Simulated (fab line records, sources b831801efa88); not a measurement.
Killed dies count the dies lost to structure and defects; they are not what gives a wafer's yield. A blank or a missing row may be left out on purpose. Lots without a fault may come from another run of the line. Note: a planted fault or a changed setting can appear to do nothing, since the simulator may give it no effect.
Which of the tools did it?    flow sky130    6 lots, 18 wafers sampled, at 2 steps of a route of 708

WHAT EACH GAUGE READ, for each wafer
SKY_LDD_HVN_OVL_MEAS_07.
lot   measured      on          LDD_HVN_OVL (nm)
L419  day 22 10:50  overlay-01  2.3 2.1 1.1
L421  day 24 05:17  overlay-02  - - -
L424  day 24 05:50  overlay-02  -0.4 -1.3 2.9
L432  day 26 13:17  overlay-01  -0.6 -2.0 0.1
L434  day 27 11:47  overlay-01  2.7 2.1 0.5
L436  day 27 19:44  overlay-02  2.3 0.5 2.1

WHICH TOOL RAN EACH LOT (tool, then ch and the chambers of the sampled wafers, then the start)
lot   SKY_LDD_HVN_EXPOSE_04
L419  iline stepper-01 ch 0, day 21 19:59
L421  iline stepper-02 ch 0, day 23 14:13
L424  iline stepper-02 ch 0, day 23 14:51
L432  iline stepper-01 ch 0, day 25 23:31
L434  iline stepper-02 ch 0, day 26 21:17
L436  iline stepper-01 ch 0, day 27 06:08
- SKY_LDD_HVN_EXPOSE_04: exposes mask HVNTM, target cd 700 nm.

THE ANSWER, worked out from the rows above alone
Rule: usual is defined by the lots themselves. The widest of any qualifying gaps counts: lots, ordered by their means at a reading, are off when they make up no more than a third of the lots, leave a main group of 4 or more, and stand apart from it by 3 or more times the standard deviation of that group's means. A main group is skipped when, at the precision printed for the reading in the tables above, its means are all equal. Also off: a lot with no number at a reading for which 4 or more lots have one. The other lots that the step has rows for count as sound.
Off: L421, seen at SKY_LDD_HVN_OVL_MEAS_07 (LDD_HVN_OVL). Without a number there: L421. The main group: mean 1.0 nm, standard deviation 1.
A tool fits if, at a process step before that reading, it ran every lot that is off, and no sound lot after the first of them. Gauges at SKY_LDD_HVN_OVL_MEAS_07: tried the same way as those tools. None of those tried fits.

WHAT HAD BEEN PUT IN BY THE SIMULATOR
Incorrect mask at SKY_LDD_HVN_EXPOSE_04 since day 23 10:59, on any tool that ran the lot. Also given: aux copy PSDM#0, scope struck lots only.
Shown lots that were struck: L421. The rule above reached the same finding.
